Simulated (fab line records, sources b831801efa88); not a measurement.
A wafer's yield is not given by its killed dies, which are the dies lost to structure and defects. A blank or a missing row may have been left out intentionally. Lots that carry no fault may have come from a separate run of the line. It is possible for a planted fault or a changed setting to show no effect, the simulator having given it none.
A lot that was struck, set against a sound lot	flow sfq-line	21 steps out of a route of 325
Sound: wafers L375.2, L375.5, L375.6. Wafers struck: L385.3, L385.4, L385.6. The cause is given at the end.
Order at every step that has rows: each side's tool, ch and its chambers, its first start. Under that, the readings that differ: sound wafers	struck wafers	difference of the means	sigmas: that difference in standard deviations of wafers without a fault.
alike: same words and numbers on both sides, and readings whose means sit less than 2 such deviations apart. not compared: any withheld reading, any reading some wafer has no value for, any bound like >300 that may hide the same value, and any number with overlapping values for which the record gives no deviation.
A row with sigmas, a row that says differs or no value, or rows on one side alone: a step with any of these is where the two part. Numbers that don't overlap but have no deviation are shown without sigmas and don't part them. A reading missing from all wafers of one side parts the sides only when that side holds two or more wafers.

SFQ_INCOMING_BOW_MEAS_900:
  sound: film-metro-04 at day 2 01:01; struck: film-metro-04 at day 4 03:02
  alike: INCOMING_BOW
then, 1 step without rows for these wafers: SFQ_TRILAYER_INCOMING_OXIDATION_002 (target thk 500 nm, ox time 4939 s).
SFQ_TRILAYER_L0_DEP_SPUTTER_003: material MoNx KI, target thk 40 nm, time 100 s.
  sound: pvd-sputter-05 at day 2 03:29; struck: pvd-sputter-03 at day 4 05:29
reading	sound	struck	difference	sigmas
throttle-valve-pct (%)	27.4 29.4 27.3	30.1 31.6 30.9	+2.8	+2
  alike: chamber-pressure-pa
SFQ_L0_RS_MEAS_901: measures by four-point-probe.
  sound: film-metro-03 at day 2 03:35; struck: film-metro-03 at day 4 05:36
  alike: L0_MONX_KI_RS
SFQ_L0_THK_MEAS_902: measures by xrf.
  sound: film-metro-03 at day 2 03:41; struck: film-metro-03 at day 4 05:42
  alike: L0_MONX_KI_THK
then, 4 steps without rows for these wafers: SFQ_TRILAYER_L0_LITHO_COAT_010 (resist thk 62 nm); SFQ_TRILAYER_L0_LITHO_COAT_005 (resist thk 600 nm); SFQ_TRILAYER_L0_LITHO_SOFTBAKE_009; SFQ_TRILAYER_L0_LITHO_EXPOSE_006 (exposes mask L0, target cd 2000 nm).
SFQ_TRILAYER_L0_LITHO_PEB_008: peb time 60 s.
  struck on litho-track-04, day 6 00:21; sound on litho-track-02 ch 0, day 3 16:48
  no value came back on the struck wafers for chill-plate-temp-C (C), exhaust-pa (Pa); on the sound wafers chill-plate-temp-C (C) reads 22.97 22.90 23.12
then, 1 step without rows for these wafers: SFQ_TRILAYER_L0_LITHO_DEVELOP_007 (time 60 s).
SFQ_TRILAYER_L0_BARC_OPEN_METAL_ETCH_010: etches BARC in O2, target depth 125 nm, time 41.7 s.
  sound on rie-metal-02 ch 0,1, day 3 17:05; struck on rie-metal-01 ch 0,1, day 6 00:37
  alike: drypump-motor-current-A, oes-product-au
  not compared: rf-hours-counter-h
SFQ_TRILAYER_L0_ETCH_METAL_ETCH_008: etches MoNx KI in SF6/O2, stops on SiO2, target depth 50 nm, time 25 s.
  sound on rie-metal-02 ch 0,1, day 3 17:10; struck on rie-metal-01 ch 0,1, day 6 00:41
  alike: drypump-motor-current-A, oes-product-au
  not compared: rf-hours-counter-h
SFQ_TRILAYER_L0_STRIP_STRIP_009: strips in O2.
  sound on rie-metal-02 ch 0,1, day 3 17:13; struck on rie-metal-01 ch 0,1, day 6 00:55
  alike: drypump-motor-current-A, oes-product-au
  not compared: rf-hours-counter-h
then, 1 step without rows for these wafers: SFQ_TRILAYER_L0_STRIP_SOLV_CLEAN_010 (cleans in NMP, time 600 s).
SFQ_TRILAYER_L0_CAP_PECVD_011: deposits SiO2 from SiH4/N2O, time 13.333 s, target thk 60 nm.
  sound on pecvd-02 ch 0,2, day 3 18:13; struck on pecvd-02 ch 0,1,2, day 6 01:29
  alike: heater-power-w, showerhead-vpp-V, throttle-valve-pct
  not compared: since-wet-clean-h
then, 3 steps without rows for these wafers: SFQ_TRILAYER_L0_VIA_LITHO_COAT_018 (resist thk 62 nm); SFQ_TRILAYER_L0_VIA_LITHO_COAT_013 (resist thk 650 nm); SFQ_TRILAYER_L0_VIA_LITHO_SOFTBAKE_017.
SFQ_TRILAYER_L0_VIA_LITHO_EXPOSE_014: exposes mask L0V, target cd 700 nm.
  struck on krf-scanner-01, day 7 17:18; sound on krf-scanner-01 ch 0, day 5 12:57
  no value came back on the struck wafers for exposure-dose-mJ-cm2, focus-offset-nm (nm), sigma-outer; on the sound wafers exposure-dose-mJ-cm2 reads 21.310 21.298 21.297
  alike: mask
then, 1 step without rows for these wafers: SFQ_TRILAYER_L0_VIA_LITHO_PEB_016 (peb time 60 s).

WHERE THEY PART
At SFQ_TRILAYER_L0_DEP_SPUTTER_003 first; at SFQ_TRILAYER_L0_VIA_LITHO_EXPOSE_014 last (within this record only).

WHY: the cause the simulator had injected
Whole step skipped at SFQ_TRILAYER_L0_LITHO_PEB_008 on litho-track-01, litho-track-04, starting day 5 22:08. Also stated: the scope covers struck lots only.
